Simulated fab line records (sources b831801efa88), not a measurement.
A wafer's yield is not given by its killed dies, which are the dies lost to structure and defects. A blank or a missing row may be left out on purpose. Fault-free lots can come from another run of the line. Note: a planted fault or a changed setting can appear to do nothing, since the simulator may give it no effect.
What tool caused it? :: flow gf180mcu :: 14 lots, 42 wafers sampled, at 4 steps of a route of 602

== WHAT EACH GAUGE READ, for each wafer ==
GF_HV_LDD_CD_MEAS_07: target cd 400 nm. Usual: cd-nm 400.0 nm, standard deviation 2.6.
lot: L488
measured: day 10 06:16
on: cd-sem-02
cd-nm (nm): 400.9 397.8 400.6
flag: 

lot: L489
measured: day 10 11:52
on: cd-sem-02
cd-nm (nm): 397.3 396.6 397.0
flag: 

lot: L490
measured: day 10 22:05
on: cd-sem-02
cd-nm (nm): 401.2 398.0 398.7
flag: 

lot: L491
measured: day 10 22:34
on: cd-sem-02
cd-nm (nm): 402.7 399.8 401.4
flag: 

lot: L493
measured: day 11 10:53
on: cd-sem-02
cd-nm (nm): 398.8 400.7 400.8
flag: 

lot: L496
measured: day 12 14:01
on: cd-sem-02
cd-nm (nm): 402.6 400.8 400.6
flag: 

lot: L497
measured: day 12 18:17
on: cd-sem-01
cd-nm (nm): 401.1 399.2 401.4
flag: 

lot: L498
measured: day 13 01:52
on: cd-sem-02
cd-nm (nm): 400.0 399.3 398.3
flag: 

lot: L501
measured: day 14 09:02
on: cd-sem-02
cd-nm (nm): 395.8 395.6 394.8
flag: 

lot: L506
measured: day 15 16:07
on: cd-sem-01
cd-nm (nm): 402.6 403.6 400.5
flag: 

lot: L508
measured: day 16 04:43
on: cd-sem-01
cd-nm (nm): 399.7 400.7 400.5
flag: 

lot: L509
measured: day 16 11:20
on: cd-sem-01
cd-nm (nm): 398.3 398.4 397.6
flag: 

lot: L510
measured: day 16 18:50
on: cd-sem-01
cd-nm (nm): 400.8 402.3 405.5
flag: 

lot: L511
measured: day 17 02:16
on: cd-sem-02
cd-nm (nm): 399.2 398.7 398.9
flag: 

GF_SALICIDE_RS_MEAS_04: a four-point-probe measurement. Usual: for SALICIDE_TIN_RS the level is 16.29 ohm/sq and the standard deviation is 0.3.
lot: L488
measured: day 15 10:43
on: film-metro-02
SALICIDE_TIN_RS (ohm/sq): 16.76 16.76 16.59
flag: 

lot: L489
measured: day 15 17:39
on: film-metro-02
SALICIDE_TIN_RS (ohm/sq): 16.38 16.50 16.11
flag: 

lot: L490
measured: day 16 04:25
on: film-metro-03
SALICIDE_TIN_RS (ohm/sq): 16.47 16.17 16.50
flag: 

lot: L491
measured: day 16 07:25
on: film-metro-04
SALICIDE_TIN_RS (ohm/sq): 16.19 16.21 16.06
flag: 

lot: L493
measured: day 16 20:44
on: film-metro-04
SALICIDE_TIN_RS (ohm/sq): 16.05 16.04 15.97
flag: 

lot: L496
measured: day 18 04:36
on: film-metro-04
SALICIDE_TIN_RS (ohm/sq): 16.44 16.23 16.57
flag: 

lot: L497
measured: day 18 09:25
on: film-metro-02
SALICIDE_TIN_RS (ohm/sq): 16.46 15.92 16.08
flag: 

lot: L498
measured: day 18 19:28
on: film-metro-02
SALICIDE_TIN_RS (ohm/sq): 16.05 15.94 15.93
flag: 

lot: L501
measured: day 20 05:52
on: film-metro-04
SALICIDE_TIN_RS (ohm/sq): 16.62 16.59 16.50
flag: 

lot: L506
measured: day 21 19:39
on: film-metro-02
SALICIDE_TIN_RS (ohm/sq): 15.92 16.15 16.05
flag: 

lot: L508
measured: day 22 05:13
on: film-metro-04
SALICIDE_TIN_RS (ohm/sq): 16.57 16.60 16.54
flag: 

lot: L509
measured: day 22 12:29
on: film-metro-04
SALICIDE_TIN_RS (ohm/sq): 16.13 15.98 16.03
flag: 

lot: L510
measured: day 22 22:45
on: film-metro-03
SALICIDE_TIN_RS (ohm/sq): 16.07 16.21 16.12
flag: 

lot: L511
measured: day 23 04:19
on: film-metro-02
SALICIDE_TIN_RS (ohm/sq): 15.83 15.87 15.90
flag: 

== WHAT TOOL EACH LOT RAN ON (gives the tool, then ch and the chambers of the sampled wafers, and finally the start) ==
lot: L488
GF_HV_LDD_DEVELOP_45: litho-track-03 ch 0, day 12 15:43
GF_HV_LDD_RTA_52: rtp-anneal-01 ch 0, day 12 16:22

lot: L489
GF_HV_LDD_DEVELOP_45: litho-track-02 ch 0, day 12 22:29
GF_HV_LDD_RTA_52: rtp-anneal-02 ch 0, day 12 23:10

lot: L490
GF_HV_LDD_DEVELOP_45: litho-track-03 ch 0, day 13 07:54
GF_HV_LDD_RTA_52: rtp-anneal-02 ch 0, day 13 08:34

lot: L491
GF_HV_LDD_DEVELOP_45: litho-track-03 ch 0, day 13 10:03
GF_HV_LDD_RTA_52: rtp-anneal-02 ch 0, day 13 10:43

lot: L493
GF_HV_LDD_DEVELOP_45: litho-track-04 ch 0, day 13 23:14
GF_HV_LDD_RTA_52: rtp-anneal-01 ch 0, day 13 23:52

lot: L496
GF_HV_LDD_DEVELOP_45: litho-track-03 ch 0, day 15 05:04
GF_HV_LDD_RTA_52: rtp-anneal-02 ch 0, day 15 05:44

lot: L497
GF_HV_LDD_DEVELOP_45: litho-track-02 ch 0, day 15 09:29
GF_HV_LDD_RTA_52: rtp-anneal-01 ch 0, day 15 10:10

lot: L498
GF_HV_LDD_DEVELOP_45: litho-track-02 ch 0, day 15 17:44
GF_HV_LDD_RTA_52: rtp-anneal-01 ch 0, day 15 18:25

lot: L501
GF_HV_LDD_DEVELOP_45: litho-track-03 ch 0, day 17 02:42
GF_HV_LDD_RTA_52: rtp-anneal-01 ch 0, day 17 03:21

lot: L506
GF_HV_LDD_DEVELOP_45: litho-track-02 ch 0, day 18 11:56
GF_HV_LDD_RTA_52: rtp-anneal-02 ch 0, day 18 12:37

lot: L508
GF_HV_LDD_DEVELOP_45: litho-track-02 ch 0, day 19 00:56
GF_HV_LDD_RTA_52: rtp-anneal-02 ch 0, day 19 01:37

lot: L509
GF_HV_LDD_DEVELOP_45: litho-track-03 ch 0, day 19 09:03
GF_HV_LDD_RTA_52: rtp-anneal-02 ch 0, day 19 09:42

lot: L510
GF_HV_LDD_DEVELOP_45: litho-track-03 ch 0, day 19 18:42
GF_HV_LDD_RTA_52: rtp-anneal-02 ch 0, day 19 19:21

lot: L511
GF_HV_LDD_DEVELOP_45: litho-track-02 ch 0, day 20 00:59
GF_HV_LDD_RTA_52: rtp-anneal-02 ch 0, day 20 01:38
- GF_HV_LDD_DEVELOP_45: develop time 60 s.
- GF_HV_LDD_RTA_52: time 10 s.

== AS READ BY THE TOOLS THEMSELVES (means over the sampled wafers that have a number; for cases with no such wafer, the mark the record gives instead) ==
GF_HV_LDD_DEVELOP_45. Usual: developer-temp-C 22.99 C, standard deviation 0.099.
lot: L488
tool: litho-track-03
developer-temp-C (C): 22.93
flag: 

lot: L489
tool: litho-track-02
developer-temp-C (C): 22.92
flag: 

lot: L490
tool: litho-track-03
developer-temp-C (C): 22.96
flag: 

lot: L491
tool: litho-track-03
developer-temp-C (C): 22.99
flag: 

lot: L493
tool: litho-track-04
developer-temp-C (C): 22.95
flag: 

lot: L496
tool: litho-track-03
developer-temp-C (C): 22.96
flag: 

lot: L497
tool: litho-track-02
developer-temp-C (C): 23.72
flag: OFF

lot: L498
tool: litho-track-02
developer-temp-C (C): 23.85
flag: OFF

lot: L501
tool: litho-track-03
developer-temp-C (C): 23.09
flag: 

lot: L506
tool: litho-track-02
developer-temp-C (C): 23.03
flag: 

lot: L508
tool: litho-track-02
developer-temp-C (C): 22.98
flag: 

lot: L509
tool: litho-track-03
developer-temp-C (C): 22.91
flag: 

lot: L510
tool: litho-track-03
developer-temp-C (C): 23.00
flag: 

lot: L511
tool: litho-track-02
developer-temp-C (C): 23.01
flag: 

GF_HV_LDD_RTA_52. Usual: anneal-temp-c-max 1003.4, standard deviation 1.1; lamp-power-pct 31.5 %, standard deviation 1.1; wafer_temp_C_max 1006.4, standard deviation 2.3.
lot: L488
tool: rtp-anneal-01
anneal-temp-c-max: 1005.7
lamp-power-pct (%): 32.7
wafer_temp_C_max: 1010.5
flag: 

lot: L489
tool: rtp-anneal-02
anneal-temp-c-max: 1003.4
lamp-power-pct (%): 30.5
wafer_temp_C_max: 1004.5
flag: 

lot: L490
tool: rtp-anneal-02
anneal-temp-c-max: 1002.9
lamp-power-pct (%): 30.5
wafer_temp_C_max: 1005.3
flag: 

lot: L491
tool: rtp-anneal-02
anneal-temp-c-max: 1002.4
lamp-power-pct (%): 30.5
wafer_temp_C_max: 1004.4
flag: 

lot: L493
tool: rtp-anneal-01
anneal-temp-c-max: 1003.3
lamp-power-pct (%): 32.7
wafer_temp_C_max: 1007.7
flag: 

lot: L496
tool: rtp-anneal-02
anneal-temp-c-max: 1002.3
lamp-power-pct (%): 30.5
wafer_temp_C_max: 1005.6
flag: 

lot: L497
tool: rtp-anneal-01
anneal-temp-c-max: 1004.1
lamp-power-pct (%): 32.7
wafer_temp_C_max: 1008.7
flag: 

lot: L498
tool: rtp-anneal-01
anneal-temp-c-max: 1003.8
lamp-power-pct (%): 32.7
wafer_temp_C_max: 1009.2
flag: 

lot: L501
tool: rtp-anneal-01
anneal-temp-c-max: 1005.2
lamp-power-pct (%): 32.7
wafer_temp_C_max: 1008.6
flag: 

lot: L506
tool: rtp-anneal-02
anneal-temp-c-max: 1002.7
lamp-power-pct (%): 30.5
wafer_temp_C_max: 1004.2
flag: 

lot: L508
tool: rtp-anneal-02
anneal-temp-c-max: 1002.2
lamp-power-pct (%): 30.5
wafer_temp_C_max: 1004.4
flag: 

lot: L509
tool: rtp-anneal-02
anneal-temp-c-max: 1002.7
lamp-power-pct (%): 30.5
wafer_temp_C_max: 1005.3
flag: 

lot: L510
tool: rtp-anneal-02
anneal-temp-c-max: 1002.8
lamp-power-pct (%): 30.5
wafer_temp_C_max: 1004.4
flag: 

lot: L511
tool: rtp-anneal-02
anneal-temp-c-max: 1002.4
lamp-power-pct (%): 30.5
wafer_temp_C_max: 1005.1
flag: 

== THE ANSWER, worked out from the rows above alone ==
Rule: a lot counts as off when the mean over its wafers that have a number is more than 3 standard deviations away from the usual mean. Also off: a lot with no number at a reading for which 4 or more lots have one. Any other lot the step has rows for is counted as sound. The gauges are gone through in route order, then the tools' own readings, and for those a lot's mean is taken as printed above. At the first step where some lot is off, the reading lying furthest off is the one used; lots without a number count as furthest.
Off: L497, L498, at GF_HV_LDD_DEVELOP_45 (developer-temp-C).
A tool fits if, at that step or a process step before it, it ran every lot that is off, and no sound lot after the first of them. Not one of the candidates tried fits.

== WHAT WAS PUT IN BY THE SIMULATOR ==
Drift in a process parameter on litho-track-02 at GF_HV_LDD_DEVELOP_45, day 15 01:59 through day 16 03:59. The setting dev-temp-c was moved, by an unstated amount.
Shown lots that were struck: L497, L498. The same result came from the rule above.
